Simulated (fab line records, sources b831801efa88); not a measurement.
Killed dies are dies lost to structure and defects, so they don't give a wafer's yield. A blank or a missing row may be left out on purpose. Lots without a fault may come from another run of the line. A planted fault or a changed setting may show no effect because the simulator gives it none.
fab line records | flow sky130
record lots=5 wafers=15 last_day=49
route steps=708 shown METAL1@440 VIA1@458
lots that met no fault: from a run of the same line without faults
start_h: hours from the record's first day to the start of the lot's first wafer shown | wait_h: hours since the lot's step before | " the same as in the row above | L1.1+2: a row that stands for several wafers | - no value, or no start given | * or withheld: withheld | < > ~ a bound
route shown NAME@n: a module of which the file shows steps, and the number in the route of the first | usual: mean/standard deviation of fault-free wafers | same: alike in all rows | chamber/n: place in a boat | sites: the reading at each site | _std_site: their standard deviation | _edge_site: outer sites' mean less inner sites' | radius_mm: how far each site lies from the wafer's centre | mask NAME#n: copy n | behind: the tool/chamber that last shaped the wafer | hold: why the lot was held/for how many hours/how that ended | device: the transistor (n, p or np) that didn't switch | end of line: the same wafers' tests at the end of the route | a step without rows: its recipe alone | killed: dies lost to structure and defects at the first sort, not the wafer's yield | map: a wafer's dies, x killed, . not, _ none there
set.NAME: the setting as run; set.NAME@STEP: as run at that earlier step | model.NAME: the simulator's own value behind a step, which no gauge read
lots at some steps of the route; a table a step, a row a wafer
services: from which hour (start_h, from the record's first day; less than 0 if before it) a tool's chamber was out of use, for how many hours, and why
## steps
# step SKY_METAL1_THK_MEAS_06
# recipe thk_meas_gauge=xrf reads=AlCu_of_METAL1_SPUTTER_02
# usual METAL1_ALCU_THK=246/3.1
# columns lot.wafer tool chamber start_h wait_h METAL1_ALCU_THK[nm]
L079.4 film_metro-02 - 776.72 0.1 245
L079.5 " - " " 245
L079.6 " - " " 245
L085.2 film_metro-02 - 822.32 0.1 241
L085.3 " - " " 242
L085.5 " - " " 242
L087.3 film_metro-03 - 834.77 0.1 244
L087.4 " - " " 243
L087.6 " - " " 244
L091.2 film_metro-01 - 867.61 0.1 246
L091.4 " - " " 243
L091.5 " - " " 248
L092.3 film_metro-02 - 870.67 0.1 245
L092.4 " - " " 244
L092.5 " - " " 247
# step SKY_METAL1_DEHYDRATE_07
# recipe temp_c=200 time_s=60
# usual heater_power_total_W=160.38/0.13
# columns lot.wafer tool chamber start_h wait_h heater_power_total_W
L079.4 litho_track-01 0 789.28 12.6 160.42
L079.5 " 0 " " 160.61
L079.6 " 0 " " 160.35
L085.2 litho_track-03 0 834.41 12.1 160.35
L085.3 " 0 " " 160.22
L085.5 " 0 " " 160.58
L087.3 litho_track-03 0 847.49 12.7 160.15
L087.4 " 0 " " 160.32
L087.6 " 0 " " 160.53
L091.2 litho_track-02 0 879.73 12.1 160.44
L091.4 " 0 " " 160.23
L091.5 " 0 " " 160.38
L092.3 litho_track-03 0 883.04 12.4 160.30
L092.4 " 0 " " 160.31
L092.5 " 0 " " 160.29
# step SKY_METAL1_HMDS_08
# recipe prime_time_s=60 prime_temp_c=120
# columns lot.wafer tool chamber start_h wait_h
L079.4+5+6 litho_track-01 0 789.43 0.1
L085.2+3+5 litho_track-03 0 834.56 0.1
L087.3+4+6 litho_track-03 0 847.64 0.1
L091.2+4+5 litho_track-02 0 879.88 0.1
L092.3+4+5 litho_track-03 0 883.19 0.1
# step SKY_METAL1_COAT_09
# recipe resist=BARC temp_c=withheld time_s=withheld spin_rpm=3000 resist_thk_nm=60
# columns lot.wafer tool chamber start_h wait_h
L079.4+5+6 litho_track-01 0 789.58 0.1
L085.2+3+5 litho_track-03 0 834.71 0.1
L087.3+4+6 litho_track-03 0 847.79 0.1
L091.2+4+5 litho_track-02 0 880.03 0.1
L092.3+4+5 litho_track-03 0 883.34 0.1
# step SKY_METAL1_COAT_10
# recipe resist=KrF-thick spin_rpm=3000 resist_thk_nm=450
# columns lot.wafer tool chamber start_h wait_h
L079.4+5+6 litho_track-01 0 - -
L085.2+3+5 litho_track-03 0 - -
L087.3+4+6 litho_track-03 0 - -
L091.2+4+5 litho_track-02 0 - -
L092.3+4+5 litho_track-03 0 - -
# step SKY_METAL1_SOFTBAKE_11
# recipe temp_c=100 time_s=90 resist=KrF-thick
# usual heater_power_total_W=57.36/0.12
# columns lot.wafer tool chamber start_h wait_h heater_power_total_W
L079.4 litho_track-01 0 - - 57.29
L079.5 " 0 " " 57.25
L079.6 " 0 " " 57.46
L085.2 litho_track-03 0 - - 57.31
L085.3 " 0 " " 57.29
L085.5 " 0 " " 57.35
L087.3 litho_track-03 0 - - 57.32
L087.4 " 0 " " 57.30
L087.6 " 0 " " 57.38
L091.2 litho_track-02 0 - - 57.28
L091.4 " 0 " " 57.42
L091.5 " 0 " " 57.51
L092.3 litho_track-03 0 - - 57.23
L092.4 " 0 " " 57.49
L092.5 " 0 " " 57.25
# step SKY_METAL1_EXPOSE_12
# recipe mask_id=MM1 na=0.8 source_shape=annular sigma_inner=0.55 sigma_outer=0.85 target_cd_nm=140 dose_mj=28
# same sigma_inner=0.55
# columns lot.wafer tool chamber start_h wait_h mask
L079.4+5+6 krf_scanner-01 0 - - MM1#0
L085.2+3+5 krf_scanner-01 0 - - MM1#0
L087.3+4+6 krf_scanner-01 0 - - MM1#0
L091.2+4+5 krf_scanner-01 0 - - MM1#0
L092.3+4+5 krf_scanner-02 0 - - MM1#0
# step SKY_METAL1_PEB_13
# recipe peb_temp_c=withheld peb_time_s=withheld resist=KrF-thick
# columns lot.wafer tool chamber start_h wait_h
L079.4+5+6 litho_track-02 0 - -
L085.2+3+5 litho_track-01 0 - -
L087.3+4+6 litho_track-03 0 - -
L091.2+4+5 litho_track-02 0 - -
L092.3+4+5 litho_track-01 0 - -
# step SKY_METAL1_DEVELOP_14
# recipe develop_time_s=60 resist=KrF-thick dev_temp_c=21
# usual developer_temp_C=21.01/0.098
# same develop_time_s=60
# columns lot.wafer tool chamber start_h wait_h developer_temp_C
L079.4 litho_track-02 0 - - 21.09
L079.5 " 0 " " 21.09
L079.6 " 0 " " 21.19
L085.2 litho_track-01 0 - - 20.96
L085.3 " 0 " " 21.10
L085.5 " 0 " " 21.08
L087.3 litho_track-03 0 - - 20.93
L087.4 " 0 " " 21.06
L087.6 " 0 " " 21.08
L091.2 litho_track-02 0 - - 21.04
L091.4 " 0 " " 20.97
L091.5 " 0 " " 20.99
L092.3 litho_track-01 0 - - 20.97
L092.4 " 0 " " 20.99
L092.5 " 0 " " 20.91
# step SKY_METAL1_CD_MEAS_15
# recipe target_cd_nm=140
# usual cd_nm=140.3/1.9
# columns lot.wafer tool chamber start_h wait_h cd_nm
L079.4 cd_sem-01 - 803.07 - 139.9
L079.5 " - " " 140.9
L079.6 " - " " 141.0
L085.2 cd_sem-02 - 848.33 - 137.3
L085.3 " - " " 137.8
L085.5 " - " " 136.7
L087.3 cd_sem-02 - 860.33 - 140.1
L087.4 " - " " 139.8
L087.6 " - " " 139.1
L091.2 cd_sem-02 - 892.83 - 140.3
L091.4 " - " " 137.4
L091.5 " - " " 137.5
L092.3 cd_sem-01 - 896.80 - 141.4
L092.4 " - " " 140.6
L092.5 " - " " 141.6
# step SKY_METAL1_OVL_MEAS_16
# usual METAL1_OVL=4/6.3
# columns lot.wafer tool chamber start_h wait_h METAL1_OVL[nm]
L079.4 overlay-02 - 803.14 0.1 10
L079.5 " - " " 0
L079.6 " - " " 4
L085.2 overlay-01 - 848.43 0.1 -1
L085.3 " - " " -4
L085.5 " - " " 6
L087.3 overlay-01 - 860.42 0.1 3
L087.4 " - " " -3
L087.6 " - " " 2
L091.2 overlay-01 - 892.93 0.1 2
L091.4 " - " " 1
L091.5 " - " " 6
L092.3 overlay-02 - 896.89 0.1 10
L092.4 " - " " -8
L092.5 " - " " 14
# step SKY_METAL1_DESCUM_17
# recipe chemistry=O2 source_power_w=150 bias_power_w=0 pressure_mtorr=10 temp_c=40 time_s=8
# usual drypump_motor_current_A=5.4/0.35 oes_product_au=0.995/0.0097 rf_fwd_power_W=147.3/0.75
# columns lot.wafer tool chamber start_h wait_h drypump_motor_current_A oes_product_au rf_fwd_power_W rf_hours_counter_h
L079.4 rie_metal-01 0 803.17 0.0 5.7 0.988 148.2 -
L079.5 " 1 " " 6.1 0.983 146.3 -
L079.6 " 0 " " 5.6 0.990 148.1 -
L085.2 rie_metal-03 0 848.46 0.0 5.1 1.003 146.2 4
L085.3 " 0 " " 5.0 0.996 146.8 -
L085.5 " 1 " " 5.5 0.995 148.0 -
L087.3 rie_metal-03 1 860.45 0.0 5.5 0.978 147.3 -
L087.4 " 0 " " 5.1 0.983 147.4 -
L087.6 " 1 " " 5.5 0.977 147.5 -
L091.2 rie_metal-03 1 892.96 0.0 5.5 0.999 146.7 3
L091.4 " 1 " " 5.5 0.991 146.9 -
L091.5 " 1 " " 5.5 0.984 146.9 -
L092.3 rie_metal-02 0 896.92 0.0 5.3 0.982 147.7 -
L092.4 " 1 " " 5.1 1.008 147.1 -
L092.5 " 0 " " 5.3 0.985 147.8 -
# step SKY_METAL1_ETCH_18
# recipe chemistry=N2/H2 target=BARC ion_energy_ev=200 bias_w=100 pressure_mtorr=30 n2_flow_sccm=100 h2_flow_sccm=200 icp_w=500 stop_on=SiO2 time_s=45.9 target_depth_a=600
# usual drypump_motor_current_A=5.4/0.35 oes_product_au=0.855/0.0049 rf_fwd_power_W=495.9/2.1 throttle_valve_pct=13.224/0.0092
# columns lot.wafer tool chamber start_h wait_h drypump_motor_current_A oes_product_au rf_fwd_power_W rf_hours_counter_h throttle_valve_pct
L079.4 rie_metal-01 0 803.21 0.0 5.7 0.855 500.7 - 13.232
L079.5 " 1 " " 6.1 0.860 493.4 - 13.228
L079.6 " 0 " " 5.7 0.858 501.4 - 13.231
L085.2 rie_metal-03 0 848.49 0.0 5.1 0.859 493.7 4 13.216
L085.3 " 0 " " 5.1 0.853 494.1 - 13.226
L085.5 " 1 " " 5.5 0.859 498.8 - 13.208
L087.3 rie_metal-03 1 860.49 0.0 5.5 0.855 496.6 - 13.231
L087.4 " 0 " " 5.1 0.856 495.2 - 13.223
L087.6 " 1 " " 5.5 0.853 495.7 - 13.213
L091.2 rie_metal-03 1 892.99 0.0 5.5 0.851 496.1 3 13.220
L091.4 " 1 " " 5.5 0.851 498.1 - 13.230
L091.5 " 1 " " 5.5 0.855 498.2 - 13.226
L092.3 rie_metal-02 0 896.97 0.0 5.3 0.855 495.2 - 13.217
L092.4 " 1 " " 5.1 0.859 497.1 - 13.220
L092.5 " 0 " " 5.3 0.858 496.9 - 13.226
# step SKY_METAL1_METAL_ETCH_19
# recipe target_depth_a=3600 stop_on=SiO2 over_etch_frac=0.3 time_s=78 chemistry=Cl2/BCl3 resist_sidewall_deg=88 pressure_mtorr=10 icp_w=900 bias_w=48.5 Cl2_flow_sccm=60 bcl3_flow_sccm=30
# usual bcl3_flow_sccm=30.01/0.087 drypump_motor_current_A=5.4/0.35 oes_product_au=0.852/0.0057 rf_fwd_power_W=894.2/2.6 throttle_valve_pct=22.264/0.0093
# columns lot.wafer tool chamber start_h wait_h bcl3_flow_sccm drypump_motor_current_A oes_product_au rf_fwd_power_W rf_hours_counter_h throttle_valve_pct
L079.4 rie_metal-01 0 803.29 0.1 30.02 5.7 0.851 898.8 - 22.278
L079.5 " 1 " " 30.15 6.1 0.849 891.0 - 22.267
L079.6 " 0 " " 30.04 5.6 0.851 896.4 - 22.254
L085.2 rie_metal-03 0 848.56 0.0 29.97 5.0 0.843 894.2 4 22.258
L085.3 " 0 " " 29.91 5.0 0.838 897.3 - 22.258
L085.5 " 1 " " 29.89 5.5 0.845 895.1 - 22.250
L087.3 rie_metal-03 1 860.57 0.1 29.98 5.4 0.862 895.7 - 22.262
L087.4 " 0 " " 29.99 5.0 0.847 892.6 - 22.258
L087.6 " 1 " " 30.08 5.5 0.842 897.1 - 22.265
L091.2 rie_metal-03 1 893.06 0.0 30.15 5.5 0.852 894.9 3 22.265
L091.4 " 1 " " 30.12 5.5 0.852 892.6 - 22.267
L091.5 " 1 " " 29.98 5.5 0.859 894.7 - 22.258
L092.3 rie_metal-02 0 897.04 0.1 29.96 5.3 0.854 894.5 - 22.269
L092.4 " 1 " " 29.94 5.1 0.860 893.8 - 22.264
L092.5 " 0 " " 29.85 5.3 0.852 894.9 - 22.266
# step SKY_METAL1_STRIP_20
# recipe chemistry=O2/N2 power_w=1400 pressure_mtorr=1500 platen_temp_c=withheld o2_flow_sccm=3000 n2_flow_sccm=300 overash_fraction=0.5495
# usual drypump_motor_current_A=6.0/0.33 oes_product_au=0.344/0.0052 strip_time_to_endpoint_s=2.73/0.045
# columns lot.wafer tool chamber start_h wait_h drypump_motor_current_A oes_product_au rf_hours_counter_h strip_time_to_endpoint_s
L079.4 plasma_asher-01 1 803.38 0.1 6.3 0.345 - 2.78
L079.5 " 0 " " 5.5 0.344 - 2.73
L079.6 " 1 " " 6.3 0.341 - 2.75
L085.2 plasma_asher-02 0 848.65 0.1 6.1 0.342 72 2.75
L085.3 " 0 " " 6.1 0.346 - 2.75
L085.5 " 1 " " 6.2 0.345 - 2.75
L087.3 plasma_asher-01 0 860.66 0.1 5.5 0.348 - 2.77
L087.4 " 1 " " 6.3 0.344 - 2.74
L087.6 " 1 " " 6.3 0.347 - 2.77
L091.2 plasma_asher-01 0 893.15 0.1 5.5 0.347 48 2.74
L091.4 " 1 " " 6.3 0.345 - 2.77
L091.5 " 1 " " 6.3 0.346 - 2.75
L092.3 plasma_asher-02 0 897.13 0.1 6.1 0.344 - 2.72
L092.4 " 1 " " 6.2 0.334 - 2.60
L092.5 " 1 " " 6.2 0.346 - 2.70
# step SKY_METAL1_STRIP_21
# recipe chemistry=post_etch_residue_remover time_s=1200 temp_c=72.5
# columns lot.wafer tool chamber start_h wait_h
L079.4+5+6 wet_bench-04 2 803.45 0.0
L085.2+3+5 wet_bench-01 3 848.75 0.1
L087.3+4+6 wet_bench-01 0 860.73 0.0
L091.2+4+5 wet_bench-04 0 893.25 0.1
L092.3+4+5 wet_bench-04 3 897.20 0.0
# step SKY_METAL1_CLEAN_22
# recipe chemistry=IPA time_s=180 temp_c=25
# columns lot.wafer tool chamber start_h wait_h
L079.4+5+6 wet_bench-02 0 803.85 0.0
L085.2+3+5 wet_bench-04 0 849.09 0.0
L087.3+4+6 wet_bench-04 0 861.07 0.0
L091.2+4+5 wet_bench-02 3 893.59 0.0
L092.3+4+5 wet_bench-02 1 897.54 0.0
# step SKY_METAL1_CLEAN_23
# recipe chemistry=O3/DIW dry=n2_spin
# columns lot.wafer tool chamber start_h wait_h
L079.4+5+6 wet_bench-02 1 803.92 0.0
L085.2+3+5 wet_bench-01 1 849.15 0.0
L087.3+4+6 wet_bench-02 1 861.13 0.0
L091.2+4+5 wet_bench-04 1 893.65 0.0
L092.3+4+5 wet_bench-01 1 897.60 0.0
# step SKY_VIA1_HDPCVD_00
# recipe material=SiO2 target_thk_nm=1030 sigma_open_frac=0.3 time_s=171.7 temp_c=400 sih4_flow_sccm=60 pressure_mtorr=6
# usual pressure_mtorr=6.000/0.014 susceptor_temp_C=399.97/0.2
# columns lot.wafer tool chamber start_h wait_h pressure_mtorr susceptor_temp_C
L079.4 hdpcvd-02 1 804.07 0.1 5.988 399.82
L079.5 " 2 " " 5.964 400.16
L079.6 " 0 " " 5.976 399.95
L085.2 hdpcvd-01 2 849.25 0.0 6.012 399.80
L085.3 " 1 " " 5.992 399.78
L085.5 " 0 " " 6.025 400.05
L087.3 hdpcvd-01 2 861.22 0.0 5.997 399.99
L087.4 " 1 " " 5.993 399.88
L087.6 " 0 " " 5.996 399.89
L091.2 hdpcvd-02 1 893.74 0.0 5.973 400.05
L091.4 " 2 " " 5.976 399.96
L091.5 " 0 " " 5.979 399.92
L092.3 hdpcvd-02 1 897.70 0.0 6.010 399.90
L092.4 " 0 " " 5.985 399.82
L092.5 " 1 " " 5.986 400.30
# step SKY_VIA1_THK_MEAS_01
# recipe reads=SiO2_of_VIA1_HDPCVD_00
# usual VIA1_HDPCVD_THK=1026/13
# columns lot.wafer tool chamber start_h wait_h VIA1_HDPCVD_THK[nm]
L079.4 film_metro-03 - 804.16 0.0 1016
L079.5 " - " " 1007
L079.6 " - " " 1024
L085.2 film_metro-04 - 849.37 0.1 1008
L085.3 " - " " 1015
L085.5 " - " " 1024
L087.3 film_metro-04 - 861.35 0.1 1041
L087.4 " - " " 1031
L087.6 " - " " 1050
L091.2 film_metro-04 - 893.86 0.1 1005
L091.4 " - " " 1020
L091.5 " - " " 1014
L092.3 film_metro-02 - 897.84 0.1 1029
L092.4 " - " " 1058
L092.5 " - " " 1027
# step SKY_VIA1_CMP_02
# recipe material=SiO2 down_force_psi=4 platen_rpm=60 pad_velocity_m_s=0.94248
# usual motor_current_A=12.4/0.82 slurry_flow_ml_min=149.9/0.42
# columns lot.wafer tool chamber start_h wait_h motor_current_A slurry_flow_ml_min
L079.4 cmp-01 3 804.49 0.3 13.0 150.6
L079.6 " 1 " " 12.7 149.7
L079.5 " 2 " " 12.2 149.5
L085.3 cmp-02 0 849.47 0.1 12.5 149.8
L085.2 " 2 " " 12.7 150.2
L085.5 " 3 " " 11.9 149.7
L087.3 cmp-02 3 861.39 0.0 12.2 149.6
L087.4 " 2 " " 12.5 149.7
L087.6 " 3 " " 11.9 150.2
L091.2 cmp-01 0 893.91 0.0 10.9 150.6
L091.4 " 1 " " 12.2 149.5
L091.5 " 0 " " 11.6 149.7
L092.4 cmp-02 3 897.93 0.1 12.1 150.6
L092.3 " 0 " " 13.0 150.2
L092.5 " 2 " " 13.1 150.2
# step SKY_VIA1_BOW_MEAS_03
# recipe mode=bow
# usual VIA1_BOW=80/7.4
# columns lot.wafer tool chamber start_h wait_h VIA1_BOW[um]
L079.4 film_metro-04 - 804.75 0.2 80
L079.5 " - " " 75
L079.6 " - " " 88
L085.2 film_metro-02 - 849.74 0.1 86
L085.3 " - " " 74
L085.5 " - " " 74
L087.3 film_metro-02 - 861.73 0.3 88
L087.4 " - " " 95
L087.6 " - " " 91
L091.2 film_metro-02 - 894.23 0.3 86
L091.4 " - " " 95
L091.5 " - " " 92
L092.3 film_metro-04 - 898.22 0.2 83
L092.4 " - " " 75
L092.5 " - " " 71
# step SKY_VIA1_DEHYDRATE_04
# recipe temp_c=200 time_s=60
# usual heater_power_total_W=160.37/0.12
# columns lot.wafer tool chamber start_h wait_h heater_power_total_W
L079.4 litho_track-03 0 817.51 12.7 160.39
L079.5 " 0 " " 160.47
L079.6 " 0 " " 160.55
L085.2 litho_track-02 0 861.83 12.1 160.21
L085.3 " 0 " " 160.33
L085.5 " 0 " " 160.38
L087.3 litho_track-04 0 874.72 13.0 160.46
L087.4 " 0 " " 160.52
L087.6 " 0 " " 160.51
L091.2 litho_track-04 0 906.30 12.0 160.40
L091.4 " 0 " " 160.29
L091.5 " 0 " " 160.22
L092.3 litho_track-03 0 910.09 11.9 160.22
L092.4 " 0 " " 160.52
L092.5 " 0 " " 160.27
# step SKY_VIA1_HMDS_05
# recipe prime_time_s=60 prime_temp_c=120
# columns lot.wafer tool chamber start_h wait_h
L079.4+5+6 litho_track-03 0 817.66 0.1
L085.2+3+5 litho_track-02 0 861.98 0.1
L087.3+4+6 litho_track-04 0 874.87 0.1
L091.2+4+5 litho_track-04 0 906.45 0.1
L092.3+4+5 litho_track-03 0 910.24 0.1
# step SKY_VIA1_COAT_06
# recipe resist=BARC temp_c=withheld time_s=withheld spin_rpm=3000 resist_thk_nm=60
# columns lot.wafer tool chamber start_h wait_h
L079.4+5+6 litho_track-03 0 817.81 0.1
L085.2+3+5 litho_track-02 0 862.13 0.1
L087.3+4+6 litho_track-04 0 875.02 0.1
L091.2+4+5 litho_track-04 0 906.60 0.1
L092.3+4+5 litho_track-03 0 910.39 0.1
# step SKY_VIA1_COAT_07
# recipe resist=KrF-thick spin_rpm=3000 resist_thk_nm=450
# columns lot.wafer tool chamber start_h wait_h
L079.4+5+6 litho_track-03 0 - -
L085.2+3+5 litho_track-02 0 - -
L087.3+4+6 litho_track-04 0 - -
L091.2+4+5 litho_track-04 0 - -
L092.3+4+5 litho_track-03 0 - -
# step SKY_VIA1_SOFTBAKE_08
# recipe temp_c=100 time_s=91.46 resist=KrF-thick
# usual heater_power_total_W=57.25/0.1 plate_sensor_t_centre_C=100.88/0.01 plate_sensor_t_edge_C=100.96/0.0096
# columns lot.wafer tool chamber start_h wait_h heater_power_total_W plate_sensor_t_centre_C plate_sensor_t_edge_C
L079.4 litho_track-03 0 - - 57.26 100.89 100.95
L079.5 " 0 " " 57.34 100.86 100.95
L079.6 " 0 " " 57.13 100.89 100.97
L085.2 litho_track-02 0 - - 57.15 100.86 100.94
L085.3 " 0 " " 57.24 100.89 100.96
L085.5 " 0 " " 57.22 100.86 100.95
L087.3 litho_track-04 0 - - 57.17 100.87 100.96
L087.4 " 0 " " 57.18 100.89 100.96
L087.6 " 0 " " 57.34 100.90 100.97
L091.2 litho_track-04 0 - - 57.17 100.89 100.94
L091.4 " 0 " " 57.35 100.86 100.96
L091.5 " 0 " " 57.25 100.90 100.95
L092.3 litho_track-03 0 - - 57.41 100.88 100.96
L092.4 " 0 " " 57.17 100.89 100.95
L092.5 " 0 " " 57.28 100.90 100.95
# step SKY_VIA1_EXPOSE_09
# recipe mask_id=VIM na=0.8 source_shape=annular sigma_inner=0.55 sigma_outer=0.85 target_cd_nm=150 dose_mj=38
# same sigma_inner=0.55
# columns lot.wafer tool chamber start_h wait_h mask
L079.4+5+6 krf_scanner-01 0 - - VIM#0
L085.2+3+5 krf_scanner-01 0 - - VIM#0
L087.3+4+6 krf_scanner-02 0 - - VIM#0
L091.2+4+5 krf_scanner-01 0 - - VIM#0
L092.3+4+5 krf_scanner-01 0 - - VIM#0
# step SKY_VIA1_PEB_10
# recipe peb_temp_c=withheld peb_time_s=withheld resist=KrF-thick
# columns lot.wafer tool chamber start_h wait_h
L079.4+5+6 litho_track-03 0 - -
L085.2+3+5 litho_track-04 0 - -
L087.3+4+6 litho_track-02 0 - -
L091.2+4+5 litho_track-03 0 - -
L092.3+4+5 litho_track-02 0 - -
# step SKY_VIA1_DEVELOP_11
# recipe develop_time_s=60 resist=KrF-thick dev_temp_c=21
# usual developer_temp_C=21.00/0.11
# same develop_time_s=60
# columns lot.wafer tool chamber start_h wait_h developer_temp_C
L079.4 litho_track-03 0 - - 20.88
L079.5 " 0 " " 21.03
L079.6 " 0 " " 21.15
L085.2 litho_track-04 0 - - 21.01
L085.3 " 0 " " 20.85
L085.5 " 0 " " 20.87
L087.3 litho_track-02 0 - - 20.99
L087.4 " 0 " " 21.15
L087.6 " 0 " " 21.01
L091.2 litho_track-03 0 - - 21.05
L091.4 " 0 " " 21.14
L091.5 " 0 " " 21.09
L092.3 litho_track-02 0 - - 21.12
L092.4 " 0 " " 20.98
L092.5 " 0 " " 20.95
# step SKY_VIA1_CD_MEAS_12
# recipe target_cd_nm=150
# usual cd_nm=150.0/1.5
# columns lot.wafer tool chamber start_h wait_h cd_nm
L079.4 cd_sem-02 - 831.65 - 147.8
L079.5 " - " " 149.5
L079.6 " - " " 149.8
L085.2 cd_sem-02 - 876.19 - 149.4
L085.3 " - " " 151.7
L085.5 " - " " 148.7
L087.3 cd_sem-02 - 887.60 - 150.7
L087.4 " - " " 150.4
L087.6 " - " " 150.2
L091.2 cd_sem-01 - 919.36 - 151.7
L091.4 " - " " 149.2
L091.5 " - " " 149.2
L092.3 cd_sem-01 - 922.30 - 150.1
L092.4 " - " " 149.6
L092.5 " - " " 149.7
# step SKY_VIA1_OVL_MEAS_13
# usual VIA1_OVL=3/5
# columns lot.wafer tool chamber start_h wait_h VIA1_OVL[nm]
L079.4 overlay-01 - 831.72 0.1 -2
L079.5 " - " " 1
L079.6 " - " " -2
L085.2 overlay-01 - 876.30 0.1 7
L085.3 " - " " 11
L085.5 " - " " 11
L087.3 overlay-01 - 887.69 0.1 0
L087.4 " - " " 5
L087.6 " - " " 6
L091.2 overlay-01 - 919.46 0.1 4
L091.4 " - " " 6
L091.5 " - " " 3
L092.3 overlay-01 - 922.39 0.1 11
L092.4 " - " " 4
L092.5 " - " " 11
# step SKY_VIA1_ETCH_14
# recipe chemistry=N2/H2 target=BARC ion_energy_ev=200 source_w=500 bias_w=100 pressure_mtorr=30 n2_flow_sccm=100 h2_flow_sccm=200 stop_on=SiO2 time_s=45.9 target_depth_a=600
# usual drypump_motor_current_A=5.8/0.44 oes_product_au=0.856/0.0044 rf_fwd_power_W=494.1/2.4 throttle_valve_pct=13.224/0.0098
# columns lot.wafer tool chamber start_h wait_h drypump_motor_current_A oes_product_au rf_fwd_power_W rf_hours_counter_h throttle_valve_pct
L079.4 rie_diel-01 1 831.74 0.0 5.6 0.863 493.0 6 13.232
L079.5 " 2 " " 5.9 0.852 496.1 - 13.224
L079.6 " 3 " " 5.0 0.857 497.2 - 13.235
L085.2 rie_diel-01 3 876.33 0.0 4.9 0.857 499.1 3 13.206
L085.3 " 0 " " 5.8 0.854 492.3 5 13.223
L085.5 " 1 " " 5.6 0.854 495.5 - 13.224
L087.3 rie_diel-02 1 887.71 0.0 5.3 0.854 492.7 18 13.223
L087.4 " 2 " " 6.2 0.858 492.0 - 13.233
L087.6 " 0 " " 5.8 0.862 494.3 - 13.246
L091.2 rie_diel-02 0 919.49 0.0 5.9 0.856 495.8 5 13.215
L091.4 " 2 " " 6.2 0.847 493.2 3 13.230
L091.5 " 3 " " 5.2 0.850 496.6 - 13.212
L092.3 rie_diel-01 3 922.41 0.0 5.0 0.848 495.8 4 13.244
L092.4 " 0 " " 5.8 0.860 492.2 7 13.221
L092.5 " 0 " " 5.8 0.855 492.0 - 13.223
# step SKY_VIA1_ETCH_15
# recipe target=SiO2 chemistry=C4F8/O2/Ar target_depth_nm=351 stop_on=TiN mask_material=KrF-thick source_w=1500 bias_w=1200 pressure_mtorr=40 c4f8_flow_sccm=withheld O2_flow_sccm=6 Ar_flow_sccm=300 time_s=54
# usual oes_product_au=0.979/0.0059 rf_fwd_power_W=1484/6.4
# columns lot.wafer tool chamber start_h wait_h oes_product_au rf_fwd_power_W rf_hours_counter_h
L079.4 rie_diel-01 1 831.78 0.0 0.973 1485 6
L079.5 " 2 " " 0.972 1480 -
L079.6 " 3 " " 0.974 1483 -
L085.2 rie_diel-01 3 876.37 0.0 0.971 1499 3
L085.3 " 0 " " 0.969 1473 5
L085.5 " 1 " " 0.976 1490 -
L087.3 rie_diel-02 1 887.75 0.0 0.974 1482 18
L087.4 " 2 " " 0.973 1485 -
L087.6 " 0 " " 0.970 1473 -
L091.2 rie_diel-02 0 919.53 0.0 0.979 1480 5
L091.4 " 2 " " 0.986 1486 3
L091.5 " 3 " " 0.979 1501 -
L092.3 rie_diel-01 3 922.45 0.0 0.983 1492 4
L092.4 " 0 " " 0.987 1479 7
L092.5 " 0 " " 0.979 1477 -
# step SKY_VIA1_STRIP_16
# recipe chemistry=O2/N2 power_w=1400 pressure_mtorr=1500 platen_temp_c=withheld o2_flow_sccm=3000 n2_flow_sccm=300 overash_fraction=0.5
# usual drypump_motor_current_A=5.9/0.35 oes_product_au=0.417/0.0048 strip_time_to_endpoint_s=4.469/0.022
# columns lot.wafer tool chamber start_h wait_h drypump_motor_current_A oes_product_au rf_hours_counter_h strip_time_to_endpoint_s
L079.4 plasma_asher-02 1 831.86 0.1 6.2 0.417 - 4.484
L079.5 " 0 " " 6.1 0.420 - 4.491
L079.6 " 1 " " 6.2 0.411 - 4.504
L085.2 plasma_asher-01 0 876.42 0.0 5.5 0.414 46 4.501
L085.3 " 1 " " 6.3 0.423 - 4.477
L085.5 " 1 " " 6.3 0.412 - 4.473
L087.3 plasma_asher-02 1 887.83 0.1 6.2 0.424 - 4.491
L087.4 " 0 " " 6.1 0.420 - 4.494
L087.6 " 0 " " 6.1 0.417 - 4.515
L091.2 plasma_asher-01 1 919.58 0.0 6.3 0.427 51 4.480
L091.4 " 1 " " 6.3 0.419 - 4.483
L091.5 " 1 " " 6.2 0.420 - 4.468
L092.3 plasma_asher-02 0 922.53 0.1 6.1 0.413 - 4.477
L092.4 " 1 " " 6.2 0.416 - 4.451
L092.5 " 1 " " 6.2 0.406 - 4.450
# step SKY_VIA1_STRIP_17
# recipe chemistry=post_etch_residue_remover time_s=1200 temp_c=72.5
# columns lot.wafer tool chamber start_h wait_h
L079.4+5+6 wet_bench-01 2 831.93 0.0
L085.2+3+5 wet_bench-01 1 876.52 0.1
L087.3+4+6 wet_bench-01 1 887.90 0.0
L091.2+4+5 wet_bench-02 0 919.68 0.1
L092.3+4+5 wet_bench-01 3 922.60 0.0
# step SKY_VIA1_CLEAN_18
# recipe chemistry=IPA time_s=180 temp_c=25
# columns lot.wafer tool chamber start_h wait_h
L079.4+5+6 wet_bench-02 1 832.27 0.0
L085.2+3+5 wet_bench-03 0 876.86 0.0
L087.3+4+6 wet_bench-02 3 888.27 0.0
L091.2+4+5 wet_bench-03 3 920.02 0.0
L092.3+4+5 wet_bench-02 0 922.94 0.0
# step SKY_VIA1_CLEAN_19
# recipe chemistry=O3/DIW dry=n2_spin
# columns lot.wafer tool chamber start_h wait_h
L079.4+5+6 wet_bench-03 1 832.33 0.0
L085.2+3+5 wet_bench-01 2 876.92 0.0
L087.3+4+6 wet_bench-03 0 888.33 0.0
L091.2+4+5 wet_bench-02 3 920.08 0.0
L092.3+4+5 wet_bench-03 1 923.00 0.0
## services
# columns tool chamber start_h hours kind
rie_metal-03 1 766.16 9.4 repair
plasma_asher-02 - 772.06 7.3 pm
krf_scanner-01 - 779.19 1.0 pm
rie_diel-01 - 779.50 14.6 pm
rie_diel-01 1 794.66 5.6 repair
rie_diel-01 - 817.10 0.4 repair
rie_metal-03 0 817.27 5.3 repair
rie_diel-02 2 824.66 8.4 repair
rie_diel-02 1 835.83 3.8 repair
krf_scanner-01 - 864.52 3.6 pm
rie_diel-02 - 866.65 0.2 repair
cmp-02 - 874.03 1.3 repair
rie_diel-02 3 881.20 18.1 repair
rie_diel-01 0 884.11 4.0 repair
rie_diel-02 - 884.86 0.1 repair
krf_scanner-01 - 894.05 1.3 pm
cmp-02 - 904.71 3.9 repair
rie_metal-02 0 905.12 13.0 repair
plasma_asher-02 - 906.54 1.3 repair
rie_diel-01 3 909.17 4.0 repair
rie_diel-01 1 909.17 10.2 repair
rie_metal-03 1 909.85 18.4 repair
krf_scanner-01 - 912.90 0.8 pm
rie_metal-02 1 915.07 13.8 repair
## key
fault none
